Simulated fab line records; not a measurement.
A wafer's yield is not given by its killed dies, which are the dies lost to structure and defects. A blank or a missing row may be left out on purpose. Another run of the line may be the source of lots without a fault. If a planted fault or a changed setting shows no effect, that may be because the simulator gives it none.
fab line records	flow sky130
[record] lots = 6	wafers = 18	last_day = 50
route steps=708 shown CONTACT@426 METAL1@434 PAD_OPEN@708
lots that met no fault: taken from a fault-free run of the same line
start_h: hours from the record's first day to the start of the lot's first wafer shown	wait_h: hours since the lot's step before	" as in the row above	L1.1+2: a single row standing in for several wafers	- no value, or no start was given	* or withheld: withheld	< > ~ a bound
route shown NAME@n: names a module that has steps shown in the file, with the first one's number in the route	usual: mean/standard deviation taken from wafers without a fault	same: alike in all rows	chamber/n: place in a boat	sites: each site's reading	_std_site: standard deviation across them	_edge_site: the outer-site mean with the inner-site mean subtracted	radius_mm: how far each site lies from the wafer's centre	mask NAME#n: copy n	behind: the most recent tool/chamber to have shaped the wafer	hold: the reason the lot was held/the length of the hold in hours/how it ended	device: transistor that didn't switch, given as n, p or np	end of line: the same wafers' tests at the end of the route	for a step that has no rows: nothing shown but its recipe	killed: count of dies lost to structure and defects at first sort (not the wafer's yield)	map: dies across one wafer; x = killed, . = not, _ = none there
set.NAME: the setting as run; set.NAME@STEP: as run at that earlier step	model.NAME: the simulator's own value behind a step, which no gauge read
certain route steps with their lots: each step a table, each wafer a row
services: the hour from which a tool's chamber was out of use, counted from the record's first day as start_h (under 0 if before that day), plus the number of hours and why
[[steps]]
[step SKY_CONTACT_STRIP_20]
[recipe] chemistry = post_etch_residue_remover	time_s = 1200	temp_c = 72.5
[step SKY_CONTACT_CLEAN_21]
[recipe] chemistry = IPA	time_s = 180	temp_c = 25
[step SKY_CONTACT_CLEAN_22]
[recipe] chemistry = O3/DIW	dry = n2_spin
[step SKY_CONTACT_SPUTTER_23]
[recipe] material = TiN	target_thk_nm = 20	chamber_pressure_pa = 5	power_w = 4000	time_s = 80
[step SKY_CONTACT_CVD_24]
[recipe] material = W	target_thk_nm = 340	time_s = 102.12	temp_c = 400	pressure_torr = 40
[usual] heater_power_w = 889/90
lot.wafer	tool	chamber	start_h	wait_h	heater_power_w
L543.2	cvd_w-01	0	803.61	0.0	826
L543.5	"	1	"	"	838
L543.6	"	0	"	"	821
L553.1	cvd_w-02	0	876.30	0.0	1022
L553.3	"	0	"	"	1015
L553.6	"	1	"	"	836
L552.1	cvd_w-02	0	879.03	0.0	1039
L552.2	"	1	"	"	833
L552.4	"	0	"	"	1019
L554.2	cvd_w-01	0	880.68	0.0	800
L554.3	"	0	"	"	839
L554.6	"	0	"	"	826
L556.1	cvd_w-01	1	893.50	0.0	836
L556.4	"	1	"	"	832
L556.6	"	1	"	"	832
L558.3	cvd_w-02	0	904.80	0.1	1027
L558.4	"	1	"	"	853
L558.5	"	1	"	"	829
[step SKY_CONTACT_RS_MEAS_25]
[recipe] thk_meas_gauge = four-point-probe	reads = W_of_CONTACT_CVD_24+TiN_of_CONTACT_SPUTTER_23
[usual] CONTACT_W_RS = 0.339/0.0045
lot.wafer	tool	chamber	start_h	wait_h	CONTACT_W_RS[ohm/sq]
L543.2	film_metro-03	-	803.74	0.1	0.346
L543.5	"	-	"	"	0.338
L543.6	"	-	"	"	0.345
L553.1	film_metro-04	-	876.41	0.1	0.335
L553.3	"	-	"	"	0.334
L553.6	"	-	"	"	0.334
L552.1	film_metro-04	-	879.14	0.1	0.329
L552.2	"	-	"	"	0.335
L552.4	"	-	"	"	0.330
L554.2	film_metro-04	-	880.81	0.1	0.339
L554.3	"	-	"	"	0.337
L554.6	"	-	"	"	0.339
L556.1	film_metro-03	-	893.61	0.1	0.334
L556.4	"	-	"	"	0.330
L556.6	"	-	"	"	0.334
L558.3	film_metro-01	-	904.92	0.1	0.332
L558.4	"	-	"	"	0.341
L558.5	"	-	"	"	0.341
[step SKY_CONTACT_THK_MEAS_26]
[recipe] thk_meas_gauge = xrf	reads = W_of_CONTACT_CVD_24
[usual] CONTACT_W_THK = 340/4.4
lot.wafer	tool	chamber	start_h	wait_h	CONTACT_W_THK[nm]
L543.2	film_metro-03	-	803.85	0.1	332
L543.5	"	-	"	"	342
L543.6	"	-	"	"	334
L553.1	film_metro-04	-	876.53	0.1	340
L553.3	"	-	"	"	340
L553.6	"	-	"	"	341
L552.1	film_metro-04	-	879.26	0.1	348
L552.2	"	-	"	"	341
L552.4	"	-	"	"	345
L554.2	film_metro-04	-	880.92	0.1	337
L554.3	"	-	"	"	339
L554.6	"	-	"	"	340
L556.1	film_metro-03	-	893.73	0.1	347
L556.4	"	-	"	"	349
L556.6	"	-	"	"	345
L558.3	film_metro-01	-	905.02	0.1	345
L558.4	"	-	"	"	338
L558.5	"	-	"	"	337
[step SKY_CONTACT_CMP_27]
[recipe] stop_on = SiO2	t_overpolish_s = 15	down_force_psi = 3.5	platen_rpm = 60	target_thk_nm = 0	pad_velocity_m_s = 0.94248
[usual] motor_current_A = 10.9/0.86	overpolish_run_s = 15.000/0.0084	time_to_endpoint_s = 85/3.7
lot.wafer	tool	chamber	start_h	wait_h	motor_current_A	overpolish_run_s	time_to_endpoint_s
L543.2	cmp-02	1	804.05	0.2	11.3	15.004	84
L543.6	"	2	"	"	10.6	15.008	83
L543.5	"	3	"	"	11.5	15.005	85
L553.3	cmp-01	0	876.59	0.0	11.3	15.004	91
L553.1	"	2	"	"	9.7	15.003	92
L553.6	"	1	"	"	10.2	14.996	93
L552.4	cmp-01	3	879.32	0.0	11.4	15.001	92
L552.1	"	0	"	"	11.0	14.997	88
L552.2	"	2	"	"	10.1	14.993	87
L554.3	cmp-02	1	880.97	0.0	10.9	14.998	85
L554.2	"	3	"	"	11.1	15.007	85
L554.6	"	2	"	"	10.2	15.004	85
L556.1	cmp-01	3	893.79	0.1	11.4	14.991	85
L556.4	"	2	"	"	10.0	15.009	87
L556.6	"	0	"	"	11.2	15.006	87
L558.3	cmp-01	2	905.06	0.0	10.1	14.996	89
L558.4	"	3	"	"	11.7	14.994	90
L558.5	"	3	"	"	11.9	14.994	88
[step SKY_METAL1_SPUTTER_00]
[recipe] material = Ti	target_thk_nm = 15	power_w = 3000	time_s = 10	chamber_pressure_pa = 0.4
[step SKY_METAL1_SPUTTER_01]
[recipe] material = TiN	target_thk_nm = 20	power_w = 6500	time_s = 16.7	chamber_pressure_pa = 0.4
[usual] cathode_dc_power_W = 6500.0/1.1	chamber_pressure_pa = 0.4000/0.00075	throttle_valve_pct = 30.6/0.71
lot.wafer	tool	chamber	start_h	wait_h	cathode_dc_power_W	chamber_pressure_pa	throttle_valve_pct
L543.2	pvd_sputter-03	-	804.22	0.0	6498.4	0.4009	30.8
L543.5	"	-	"	"	6500.2	0.3998	30.7
L543.6	"	-	"	"	6498.5	0.3992	30.7
L553.1	pvd_sputter-02	-	876.91	0.0	6499.2	0.3996	30.9
L553.3	"	-	"	"	6501.3	0.4007	30.4
L553.6	"	-	"	"	6498.5	0.3998	30.5
L552.1	pvd_sputter-04	-	879.64	0.0	6501.0	0.4011	31.8
L552.2	"	-	"	"	6500.2	0.4004	30.3
L552.4	"	-	"	"	6500.1	0.4000	30.9
L554.2	pvd_sputter-03	-	881.29	0.0	6500.4	0.3998	30.6
L554.3	"	-	"	"	6500.0	0.4010	30.3
L554.6	"	-	"	"	6498.4	0.4003	30.3
L556.1	pvd_sputter-02	-	894.12	0.0	6500.2	0.4002	30.8
L556.4	"	-	"	"	6500.0	0.3980	30.8
L556.6	"	-	"	"	6497.8	0.3988	30.4
L558.3	pvd_sputter-02	-	905.38	0.0	6499.8	0.3989	30.4
L558.4	"	-	"	"	6500.1	0.4010	29.0
L558.5	"	-	"	"	6500.0	0.4004	30.4
[step SKY_METAL1_SPUTTER_02]
[recipe] material = AlCu	target_thk_nm = 250	power_w = 10600	time_s = 13.3	chamber_pressure_pa = 0.4
[usual] cathode_dc_power_W = 10600/2	chamber_pressure_pa = 0.4001/0.00082	throttle_valve_pct = 30.6/0.66
lot.wafer	tool	chamber	start_h	wait_h	cathode_dc_power_W	chamber_pressure_pa	throttle_valve_pct
L543.2	pvd_sputter-03	-	804.25	0.0	10600	0.3998	30.6
L543.5	"	-	"	"	10601	0.3993	30.7
L543.6	"	-	"	"	10600	0.4005	30.3
L553.1	pvd_sputter-02	-	876.94	0.0	10599	0.4020	31.0
L553.3	"	-	"	"	10602	0.4002	30.2
L553.6	"	-	"	"	10600	0.3999	30.4
L552.1	pvd_sputter-04	-	879.66	0.0	10599	0.3985	31.8
L552.2	"	-	"	"	10600	0.4003	30.1
L552.4	"	-	"	"	10601	0.4006	31.0
L554.2	pvd_sputter-03	-	881.31	0.0	10602	0.4012	30.9
L554.3	"	-	"	"	10597	0.3993	30.1
L554.6	"	-	"	"	10602	0.3997	30.4
L556.1	pvd_sputter-02	-	894.14	0.0	10602	0.3994	30.7
L556.4	"	-	"	"	10596	0.4004	31.0
L556.6	"	-	"	"	10598	0.4001	30.6
L558.3	pvd_sputter-02	-	905.40	0.0	10599	0.3997	30.3
L558.4	"	-	"	"	10597	0.3995	29.1
L558.5	"	-	"	"	10600	0.4001	30.3
[step SKY_METAL1_SPUTTER_03]
[recipe] material = Ti	target_thk_nm = 5	power_w = 3000	time_s = 3.3	chamber_pressure_pa = 0.4
[usual] cathode_dc_power_W = 3000.0/0.5	chamber_pressure_pa = 0.3999/0.00082	throttle_valve_pct = 30.6/0.67
lot.wafer	tool	chamber	start_h	wait_h	cathode_dc_power_W	chamber_pressure_pa	throttle_valve_pct
L543.2	pvd_sputter-03	-	804.27	0.0	2999.6	0.4014	30.7
L543.5	"	-	"	"	3000.9	0.4016	30.4
L543.6	"	-	"	"	3001.3	0.3998	30.1
L553.1	pvd_sputter-02	-	876.96	0.0	2999.9	0.3990	31.4
L553.3	"	-	"	"	2999.6	0.4015	30.4
L553.6	"	-	"	"	3000.4	0.3997	30.6
L552.1	pvd_sputter-04	-	879.69	0.0	2999.6	0.3995	31.5
L552.2	"	-	"	"	3000.5	0.4004	30.5
L552.4	"	-	"	"	3000.6	0.4010	31.2
L554.2	pvd_sputter-03	-	881.34	0.0	2999.3	0.3992	30.6
L554.3	"	-	"	"	3000.1	0.4008	30.4
L554.6	"	-	"	"	2999.7	0.3986	30.6
L556.1	pvd_sputter-02	-	894.17	0.0	3000.2	0.3997	30.5
L556.4	"	-	"	"	2999.3	0.4003	30.9
L556.6	"	-	"	"	2999.9	0.3983	30.7
L558.3	pvd_sputter-02	-	905.43	0.0	3000.2	0.3998	30.3
L558.4	"	-	"	"	3001.0	0.3992	28.9
L558.5	"	-	"	"	3001.3	0.4002	30.1
[step SKY_METAL1_SPUTTER_04]
[recipe] material = TiN	target_thk_nm = 70	power_w = 6500	time_s = 58.3	chamber_pressure_pa = 0.4
[usual] cathode_dc_power_W = 6500.0/1.2	chamber_pressure_pa = 0.3999/0.0008	throttle_valve_pct = 30.6/0.68
lot.wafer	tool	chamber	start_h	wait_h	cathode_dc_power_W	chamber_pressure_pa	throttle_valve_pct
L543.2	pvd_sputter-03	-	804.29	0.0	6500.7	0.4002	30.8
L543.5	"	-	"	"	6499.6	0.4005	30.4
L543.6	"	-	"	"	6500.0	0.4015	30.9
L553.1	pvd_sputter-02	-	876.98	0.0	-	-	-
L553.3	"	-	"	"	-	-	-
L553.6	"	-	"	"	-	-	-
L552.1	pvd_sputter-04	-	879.71	0.0	-	-	-
L552.2	"	-	"	"	-	-	-
L552.4	"	-	"	"	-	-	-
L554.2	pvd_sputter-03	-	881.36	0.0	6500.8	0.4004	31.0
L554.3	"	-	"	"	6500.2	0.3998	30.4
L554.6	"	-	"	"	6498.6	0.3997	30.5
L556.1	pvd_sputter-02	-	894.19	0.0	6498.9	0.4014	30.7
L556.4	"	-	"	"	6500.6	0.3996	31.0
L556.6	"	-	"	"	6500.5	0.4001	30.6
L558.3	pvd_sputter-02	-	905.45	0.0	6502.3	0.4011	30.4
L558.4	"	-	"	"	6500.7	0.4001	28.9
L558.5	"	-	"	"	6501.4	0.4009	30.5
[step SKY_METAL1_RS_MEAS_05]
[recipe] thk_meas_gauge = four-point-probe	reads = TiN_of_METAL1_SPUTTER_04+Ti_of_METAL1_SPUTTER_03+AlCu_of_METAL1_SPUTTER_02+TiN_of_METAL1_SPUTTER_01+Ti_of_METAL1_SPUTTER_00
[usual] METAL1_ALCU_RS = 0.1271/0.0011
lot.wafer	tool	chamber	start_h	wait_h	METAL1_ALCU_RS[ohm/sq]
L543.2	film_metro-04	-	804.36	0.0	0.1265
L543.5	"	-	"	"	0.1267
L543.6	"	-	"	"	0.1257
L553.1	film_metro-02	-	877.03	0.0	0.1283
L553.3	"	-	"	"	0.1267
L553.6	"	-	"	"	0.1289
L552.1	film_metro-04	-	879.76	0.0	0.1295
L552.2	"	-	"	"	0.1297
L552.4	"	-	"	"	0.1280
L554.2	film_metro-04	-	881.43	0.0	0.1260
L554.3	"	-	"	"	0.1263
L554.6	"	-	"	"	0.1271
L556.1	film_metro-04	-	894.23	0.0	0.1266
L556.4	"	-	"	"	0.1278
L556.6	"	-	"	"	0.1265
L558.3	film_metro-02	-	905.54	0.1	0.1272
L558.4	"	-	"	"	0.1285
L558.5	"	-	"	"	0.1271
[step SKY_METAL1_THK_MEAS_06]
[recipe] thk_meas_gauge = xrf	reads = AlCu_of_METAL1_SPUTTER_02
[usual] METAL1_ALCU_THK = 251.2/2.2
lot.wafer	tool	chamber	start_h	wait_h	METAL1_ALCU_THK[nm]
L543.2	film_metro-04	-	804.47	0.1	253.4
L543.5	"	-	"	"	252.5
L543.6	"	-	"	"	255.1
L553.1	film_metro-02	-	877.15	0.1	287.7
L553.3	"	-	"	"	293.3
L553.6	"	-	"	"	288.4
L552.1	film_metro-04	-	879.88	0.1	284.1
L552.2	"	-	"	"	283.9
L552.4	"	-	"	"	289.1
L554.2	film_metro-04	-	881.54	0.1	252.0
L554.3	"	-	"	"	251.5
L554.6	"	-	"	"	250.7
L556.1	film_metro-04	-	894.35	0.1	249.2
L556.4	"	-	"	"	249.1
L556.6	"	-	"	"	251.6
L558.3	film_metro-02	-	905.64	0.1	251.5
L558.4	"	-	"	"	249.1
L558.5	"	-	"	"	252.7
[step SKY_METAL1_DEHYDRATE_07]
[recipe] temp_c = 200	time_s = 60
[step SKY_PAD_OPEN_PROBE_99]
[usual] defect_limited_yield = 82.5/1.9	killed_at_M0_to_M3 = 43/7.2	killed_at_M4_up = 3.3/2	killed_at_contacts = 25/5.8	killed_at_front_end = 15/4.5	killed_at_other = 0.3/0.62	killed_dies = 86/9.4	killed_open = 47/7.1	killed_short = 39/6	sort_bin_3_pad_short = 0.9/0.4	sort_bin_5_function = 10.4/1.4	sort_bin_6_memory = 6.2/1.1	sort_bin_8_speed = 0.7/1.4	sort_n_pass = 402/11	sort_yield_pct = 81.7/2.2
[same] gross_dies = 492	killed_at_back_side = 0	sort_bin_4_leakage[%] = 0
lot.wafer	tool	chamber	start_h	wait_h	defect_limited_yield[%]	killed_at_M0_to_M3	killed_at_M4_up	killed_at_contacts	killed_at_front_end	killed_at_other	killed_dies	killed_open	killed_short	sort_bin_3_pad_short[%]	sort_bin_5_function[%]	sort_bin_6_memory[%]	sort_bin_8_speed[%]	sort_n_pass	sort_yield_pct[%]	model.etest.via1_chain.rc_ohm
L543.2	prober-01	-	1128.99	0.1	80.7	42	3	25	25	0	95	46	49	2.4	8.7	8.1	0.8	393	79.9	16.38
L543.5	prober-01	-	1129.14	0.2	82.7	43	3	24	14	1	85	44	41	1.0	10.4	5.9	2.6	394	80.1	16.01
L543.6	prober-01	-	1129.19	0.2	82.7	48	3	22	8	4	85	39	41	0.6	9.6	7.1	2.2	396	80.5	15.13
L553.1	prober-02	-	1176.13	0.1	81.3	50	1	24	17	0	92	44	48	1.4	11.8	5.5	0.6	397	80.7	27.4
L553.3	prober-02	-	1176.23	0.2	85.6	34	3	24	9	1	71	40	31	0.6	8.5	5.3	1.0	416	84.6	26.87
L553.6	prober-02	-	1176.38	0.2	81.3	37	3	31	21	0	92	49	43	0.8	9.8	8.1	0	400	81.3	27.41
L552.1	prober-01	-	1181.12	0.1	80.1	43	5	28	22	0	98	38	59	1.2	11.0	7.7	0.2	393	79.9	28.09
L552.2	prober-01	-	1181.17	0.1	83.9	43	1	20	15	0	79	48	30	0.4	9.8	5.9	0	413	83.9	27.92
L552.4	prober-01	-	1181.27	0.2	85.8	33	4	19	14	0	70	37	33	0.6	7.7	5.9	0.2	421	85.6	28.34
L554.2	prober-02	-	1183.16	0.1	83.3	41	2	26	13	0	82	50	31	0.4	11.0	5.3	0.8	406	82.5	15.9
L554.3	prober-02	-	1183.21	0.2	86.8	30	2	19	14	0	65	32	33	0.6	8.1	4.5	0.2	426	86.6	15.53
L554.6	prober-02	-	1183.36	0.2	84.1	29	3	36	10	0	78	44	33	0.6	10.6	4.7	0.6	411	83.5	15.71
L556.1	prober-02	-	1189.89	0.1	77.6	62	2	32	14	0	110	63	46	1.2	12.0	9.1	0	382	77.6	16.72
L556.4	prober-02	-	1190.04	0.2	80.1	48	6	32	10	2	98	55	42	1.4	11.8	6.7	0	394	80.1	16.4
L556.6	prober-02	-	1190.14	0.2	79.1	53	4	28	18	0	103	65	38	1.4	12.8	6.7	0.4	387	78.7	16.35
L558.3	prober-02	-	1195.63	0.2	82.3	49	1	20	17	0	87	50	36	0.6	10.4	6.7	0.2	404	82.1	15.89
L558.4	prober-02	-	1195.68	0.2	83.1	39	4	30	10	0	83	44	39	0.6	9.8	6.5	0.2	408	82.9	15.78
L558.5	prober-02	-	1195.73	0.2	84.3	31	2	20	24	0	77	38	39	0.6	10.6	4.5	0.6	412	83.7	16.79
// killed by level:class
L543.2 VIA1:geometric_particle:open=10 CONTACT:geometric_particle:open=9 METAL1:geometric_particle:short=7 POLY_GATE:geometric_particle:short=5 SPACER:geometric_particle:short=5 VIA2:geometric_particle:open=5 VIA3:geometric_particle:open=5 FIELD_ISO:geometric_particle:short=4
L543.5 VIA3:geometric_particle:open=10 VIA1:geometric_particle:open=8 CONTACT:geometric_particle:open=7 CONTACT:geometric_particle:short=6 FIELD_ISO:geometric_particle:open=5 LI_CONTACT:geometric_particle:open=5 METAL2:geometric_particle:short=5 FIELD_ISO:geometric_particle:short=4
L543.6 VIA1:geometric_particle:short=8 VIA1:geometric_particle:open=8 METAL2:geometric_particle:short=8 VIA2:geometric_particle:open=8 LI_CONTACT:geometric_particle:open=7 CONTACT:geometric_particle:open=7 VIA3:geometric_particle:short=5 CONTACT:geometric_particle:short=4
L553.1 VIA1:geometric_particle:open=17 METAL1:geometric_particle:short=8 CONTACT:geometric_particle:open=7 FIELD_ISO:geometric_particle:short=5 LI_CONTACT:geometric_particle:short=5 LI_CONTACT:geometric_particle:open=5 VIA3:geometric_particle:short=5 LOCAL_INTERCONNECT:geometric_particle:short=4
L553.3 CONTACT:geometric_particle:open=8 LI_CONTACT:geometric_particle:open=7 VIA3:geometric_particle:open=7 METAL2:geometric_particle:short=6 FIELD_ISO:geometric_particle:open=5 VIA1:geometric_particle:open=5 CONTACT:geometric_particle:short=5 VIA1:geometric_particle:short=5
L553.6 CONTACT:geometric_particle:open=14 METAL1:geometric_particle:short=7 VIA1:geometric_particle:open=7 VIA3:geometric_particle:open=7 LI_CONTACT:geometric_particle:short=6 POLY_GATE:geometric_particle:open=5 LI_CONTACT:geometric_particle:open=5 FIELD_ISO:geometric_particle:open=4
L552.1 FIELD_ISO:geometric_particle:short=9 CONTACT:geometric_particle:open=9 VIA1:geometric_particle:open=8 METAL1:geometric_particle:short=8 METAL2:geometric_particle:short=7 CONTACT:geometric_particle:short=6 LI_CONTACT:geometric_particle:short=5 LI_CONTACT:geometric_particle:open=5
L552.2 CONTACT:geometric_particle:open=11 VIA1:geometric_particle:open=10 VIA3:geometric_particle:open=6 POLY_GATE:geometric_particle:open=5 METAL1:geometric_particle:short=5 LI_CONTACT:geometric_particle:open=5 VIA1:geometric_particle:short=5 VIA2:geometric_particle:open=5
L552.4 CONTACT:geometric_particle:open=6 LI_CONTACT:geometric_particle:open=5 CONTACT:geometric_particle:short=5 METAL2:geometric_particle:short=5 POLY_GATE:geometric_particle:open=4 VIA2:geometric_particle:open=4 VIA1:geometric_particle:open=4 VIA3:geometric_particle:open=4
L554.2 LI_CONTACT:geometric_particle:open=9 VIA1:geometric_particle:open=8 VIA2:geometric_particle:short=8 CONTACT:geometric_particle:open=7 VIA2:geometric_particle:open=7 POLY_GATE:geometric_particle:open=5 LOCAL_INTERCONNECT:geometric_particle:short=5 FIELD_ISO:geometric_particle:open=4
L554.3 POLY_GATE:geometric_particle:short=6 LOCAL_INTERCONNECT:geometric_particle:short=6 VIA2:geometric_particle:open=6 POLY_GATE:geometric_particle:open=5 CONTACT:geometric_particle:open=5 LI_CONTACT:geometric_particle:open=5 METAL2:geometric_particle:short=5 VIA1:geometric_particle:open=4
L554.6 LI_CONTACT:geometric_particle:open=10 CONTACT:geometric_particle:open=9 LI_CONTACT:geometric_particle:short=7 CONTACT:geometric_particle:short=7 VIA3:geometric_particle:open=7 VIA1:geometric_particle:open=6 VIA2:geometric_particle:open=5 LOCAL_INTERCONNECT:geometric_particle:short=3
L556.1 VIA1:geometric_particle:open=15 VIA3:geometric_particle:open=13 CONTACT:geometric_particle:open=12 METAL1:geometric_particle:short=8 LI_CONTACT:geometric_particle:open=8 VIA1:geometric_particle:short=7 FIELD_ISO:geometric_particle:short=6 LOCAL_INTERCONNECT:geometric_particle:short=5
L556.4 VIA1:geometric_particle:open=15 LI_CONTACT:geometric_particle:open=10 CONTACT:geometric_particle:open=8 VIA1:geometric_particle:short=8 CONTACT:geometric_particle:short=5 VIA3:geometric_particle:open=5 VIA2:geometric_particle:open=5 METAL4:geometric_particle:short=5
L556.6 VIA1:geometric_particle:open=18 CONTACT:geometric_particle:open=10 VIA3:geometric_particle:open=10 VIA2:geometric_particle:open=8 CONTACT:geometric_particle:short=7 POLY_GATE:geometric_particle:short=6 FIELD_ISO:geometric_particle:open=5 POLY_GATE:geometric_particle:open=4
L558.3 VIA1:geometric_particle:open=14 LI_CONTACT:geometric_particle:open=8 METAL1:geometric_particle:short=8 VIA3:geometric_particle:open=7 FIELD_ISO:geometric_particle:open=6 VIA2:geometric_particle:open=5 CONTACT:geometric_particle:open=4 VIA1:geometric_particle:short=4
L558.4 LI_CONTACT:geometric_particle:open=10 VIA1:geometric_particle:open=10 CONTACT:geometric_particle:open=9 VIA1:geometric_particle:short=7 VIA2:geometric_particle:open=6 LOCAL_INTERCONNECT:geometric_particle:short=6 METAL2:geometric_particle:short=4 FIELD_ISO:geometric_particle:open=3
L558.5 CONTACT:geometric_particle:open=7 POLY_GATE:geometric_particle:short=6 CONTACT:geometric_particle:short=5 VIA1:geometric_particle:open=5 VIA3:geometric_particle:open=5 POLY_GATE:geometric_particle:open=4 LI_CONTACT:geometric_particle:open=4 VIA1:geometric_particle:short=4
[[services]]
tool	chamber	start_h	hours	kind
pvd_sputter-02	-	781.04	8.3	repair
cmp-01	-	783.61	0.6	repair
cvd_w-02	-	784.87	0.3	repair
cmp-01	-	785.66	4.0	pm
cmp-01	-	794.37	18.9	pm
pvd_sputter-03	0	794.59	-	consumable_replace:kit
pvd_sputter-03	0	794.59	18.0	scheduled_down
pvd_sputter-03	0	794.59	18.0	vent_cycle
cmp-02	-	797.39	0.8	repair
cvd_w-02	-	817.97	0.9	repair
cmp-02	-	843.65	5.6	pm
pvd_sputter-02	-	848.31	1.7	repair
cmp-02	-	878.31	2.4	repair
cmp-02	-	889.56	1.7	repair
cmp-01	-	897.71	6.7	pm
cvd_w-01	-	904.00	14.0	pm
cvd_w-01	0	904.00	14.0	vent_cycle
cvd_w-01	1	904.00	14.0	vent_cycle
[[key]]
[first_sign] step = SKY_METAL1_SPUTTER_04	reading = tool_record	direction = missing
[effect] step = SKY_METAL1_THK_MEAS_06	reading = METAL1_ALCU_THK	direction = up	sigmas = 17	usual = 251.2	struck = 287.7
[model_effect] step = SKY_PAD_OPEN_PROBE_99	value = etest.via1_chain.rc_ohm	without = 16.88	struck = 27.67
met_at SKY_METAL1_SPUTTER_04
struck_wafers L552.1,L552.2,L552.4,L553.1,L553.3,L553.6
[fault] kind = skipped_step_whole	tool = pvd_sputter-02,pvd_sputter-04	chamber = -	onset_h = 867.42	steps = SKY_METAL1_SPUTTER_04	scope = struck_lots_only
